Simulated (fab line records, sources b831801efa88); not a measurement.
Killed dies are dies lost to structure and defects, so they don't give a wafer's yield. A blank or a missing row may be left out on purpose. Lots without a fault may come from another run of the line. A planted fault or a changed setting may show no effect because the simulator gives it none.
Chamber matching | flow sfq_line | SFQ_TRILAYER_I1_CMP_CMP_046 on cmp-01: 4 sister chambers
The step polishes SiO2. 7 wafers are shown with their chamber, then 6 later ones without.

WAFERS WITH THEIR CHAMBER
wafer  | chamber | motor_current_A (A) | time_to_endpoint_s (s)
L827.2 | 2       | 10.5                | 200
L827.1 | 1       | 10.3                | 201
L827.5 | 3       | 9.7                 | 215
L831.5 | 3       | 10.1                | 217
L831.6 | 0       | 10.5                | 202
L832.1 | 1       | 10.3                | 201
L832.4 | 0       | 11.0                | 213

WAFERS WITHOUT THEIR CHAMBER
wafer  | motor_current_A (A) | time_to_endpoint_s (s)
L832.6 | 10.1                | 204
L838.5 | 10.6                | 209
L838.6 | 10.0                | 218
L842.4 | 10.6                | 225
L842.5 | 10.5                | 212
L842.6 | 9.6                 | 220

WHICH CHAMBER EACH WENT THROUGH
wafer  | from the rows above               | in truth
L832.6 | can't be placed: 1 or 2 or 0 or 3 | 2
L838.5 | can't be placed: 0 or 2 or 1      | 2
L838.6 | 3                                 | 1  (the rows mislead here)
L842.4 | can't be placed: 3 or 0           | 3
L842.5 | can't be placed: 0 or 3 or 1 or 2 | 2
L842.6 | 3                                 | 3
Placed correctly: 1 of 6. Can't be placed from these rows: 4 (the true chamber is among the candidates in 4). Placed wrongly: 1.
How it was worked out, from the rows above alone: a wafer's distance from a chamber is the root of the sum, over the readings, of the square of ((its reading less the chamber's mean) divided by the reading's scatter). The wafer belongs to the nearest chamber; if the next one is less than 2 further off, it can't be placed. A chamber's mean is the mean of its shown wafers. The scatter: the root of (the sum of the squares of (reading less its chamber's mean) over the shown wafers, divided by (wafers less chambers)).
